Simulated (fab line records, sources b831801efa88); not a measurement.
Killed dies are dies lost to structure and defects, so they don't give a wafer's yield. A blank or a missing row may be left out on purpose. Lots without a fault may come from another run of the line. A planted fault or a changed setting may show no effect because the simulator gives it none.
Chamber matching | flow gf180mcu | GF_V2_CMP_04 on cmp-01: 4 sister chambers
The step polishes SiO2. 4 wafers are shown with their chamber, then 7 later ones without.

WAFERS WITH THEIR CHAMBER
wafer  | chamber | motor_current_A (A)
L077.4 | 0       | 11.2
L079.5 | 2       | 10.4
L080.3 | 3       | 12.0
L080.4 | 1       | 9.8

WAFERS WITHOUT THEIR CHAMBER
wafer  | motor_current_A (A)
L080.5 | 10.8
L088.2 | 11.5
L088.4 | 9.5
L088.6 | 10.0
L096.2 | 11.6
L096.4 | 10.1
L096.5 | 12.1

WHICH CHAMBER EACH WENT THROUGH
wafer  | from the rows above          | in truth
L080.5 | can't be placed: 0 or 2 or 1 | 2
L088.2 | can't be placed: 0 or 3      | 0
L088.4 | can't be placed: 1 or 2      | 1
L088.6 | can't be placed: 1 or 2      | 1
L096.2 | can't be placed: 0 or 3      | 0
L096.4 | can't be placed: 1 or 2      | 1
L096.5 | 3                            | 3
Placed correctly: 1 of 7. Can't be placed from these rows: 6 (the true chamber is among the candidates in 6). Placed wrongly: 0.
How it was worked out, from the rows above alone: a wafer's distance from a chamber is the root of the sum, over the readings, of the square of ((its reading less the chamber's mean) divided by the reading's scatter). The wafer belongs to the nearest chamber; if the next one is less than 2 further off, it can't be placed. A chamber's mean is the mean of its shown wafers. The scatter: with one shown wafer a chamber, the root of the mean of the squares of how far each hidden wafer lies from its nearest shown one.
